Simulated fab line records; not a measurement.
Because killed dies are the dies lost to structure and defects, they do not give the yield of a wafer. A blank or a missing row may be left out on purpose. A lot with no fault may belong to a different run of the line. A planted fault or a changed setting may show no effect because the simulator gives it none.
A struck lot beside a sound one :: flow gf180mcu :: 16 steps out of a route of 602
Sound: these wafers, L783.1, L783.2, L783.3. Struck: wafer L791.1. (L791.2, L791.3 of the same lot were not struck and are left out.) The cause comes at the end.
Each step with rows lists, per side, the tool, then ch with its chambers, then its first start. Under that, the readings that differ: sound wafers :: struck wafers :: difference of the means :: sigmas: that difference in standard deviations of wafers without a fault.
alike: readings whose means differ by less than 2 such deviations, and words and numbers that are the same on both sides. not compared: withheld readings, readings that some wafer has no value for, bounds like >300 that may hide the same value, and numbers for which the record gives no deviation and whose values overlap.
Wherever a step has rows on one side only, a row that says differs or no value, or a row with sigmas, the two part there. When numbers do not overlap yet have no deviation, they are printed without sigmas and do not part them. A reading missing from all wafers of one side parts the sides only when that side holds two or more wafers.

first, 1 step without rows for these wafers: GF_STI_OXIDATION_01 (stabilise 600 s, purge 300 s, target thk 10 nm).
GF_STI_THK_MEAS_02:
  sound: film-metro-01 at day 1 11:42; struck: film-metro-02 at day 3 05:30
  alike: STI_OXIDATION_THK
then, 1 step without rows for these wafers: GF_STI_CVD_03 (deposits Si3N4 from DCS/NH3, target thk 207.16 nm, time 3551 s).
GF_STI_THK_MEAS_04:
  sound: film-metro-04 at day 1 13:45; struck: film-metro-04 at day 3 07:32
  alike: STI_CVD_03_THK
then, 7 steps without rows for these wafers: GF_STI_DEHYDRATE_05 (time 60 s); GF_STI_HMDS_06 (prime time 60 s); GF_STI_COAT_07 (resist thk 700 nm); GF_STI_SOFTBAKE_08 (time 60 s); GF_STI_EXPOSE_09 (exposes mask COMP, target cd 220 nm); GF_STI_PEB_10 (peb time 90 s); GF_STI_DEVELOP_11 (develop time 60 s).
GF_STI_CD_MEAS_12: target cd 220 nm.
  sound: cd-sem-02 at day 2 01:37; struck: cd-sem-01 at day 3 20:45
  alike: cd-nm
GF_STI_ETCH_13: etches the open film in CHF3/O2, stops on Si, target depth 282.31 nm, time 112.9 s.
  sound on rie-diel-03 ch 0,1,2, day 2 01:44; struck on rie-diel-02 ch 1, day 3 20:52
reading: over-etch-frac
sound: 0.3 0.3 0.3
struck: 0.27577
difference: -0.02423
sigmas: 

reading: model.KrF_of_STI_COAT_07.thk-nm (nm)
sound: 442.6 441.1 440
struck: 444.9
difference: +3.7
sigmas: 
  alike: drypump-motor-current-A, oes-product-au, throttle-valve-pct
  not compared: rf-hours-counter-h
GF_STI_ETCH_14: etches Si in HBr/Cl2/O2, target depth 360 nm, time 102.9 s.
  sound on rie-si-02 ch 1,2,3, day 2 01:49; struck on rie-si-02 ch 1, day 3 20:57
reading: oes-product-au (a.u.)
sound: 0.997 0.993 0.981
struck: 1.008
difference: +0.018
sigmas: +2

reading: model.KrF_of_STI_COAT_07.thk-nm (nm)
sound: 322.4 323.8 322.6
struck: 324.9
difference: +2.0
sigmas: 
  alike: drypump-motor-current-A, throttle-valve-pct
  not compared: rf-hours-counter-h
GF_STI_STRIP_15: strips in O2/N2.
  sound on plasma-asher-02 ch 0,1, day 2 01:53; struck on plasma-asher-01 ch 0, day 3 21:02
reading: oes-product-au (a.u.)
sound: 0.383 0.378 0.386
struck: 0.398
difference: +0.016
sigmas: +3
  alike: drypump-motor-current-A, heater-power-w, platen-temp-c, strip-time-to-endpoint-s
  not compared: rf-hours-counter-h
GF_PASSIVATION_PROBE_99:
  the record has rows for the sound wafers here (prober-02, day 29 03:08) and none for the struck ones

== WHERE THEY PART ==
First at GF_STI_ETCH_14; last, within this record, at GF_PASSIVATION_PROBE_99.

WHY: whatever the simulator had introduced
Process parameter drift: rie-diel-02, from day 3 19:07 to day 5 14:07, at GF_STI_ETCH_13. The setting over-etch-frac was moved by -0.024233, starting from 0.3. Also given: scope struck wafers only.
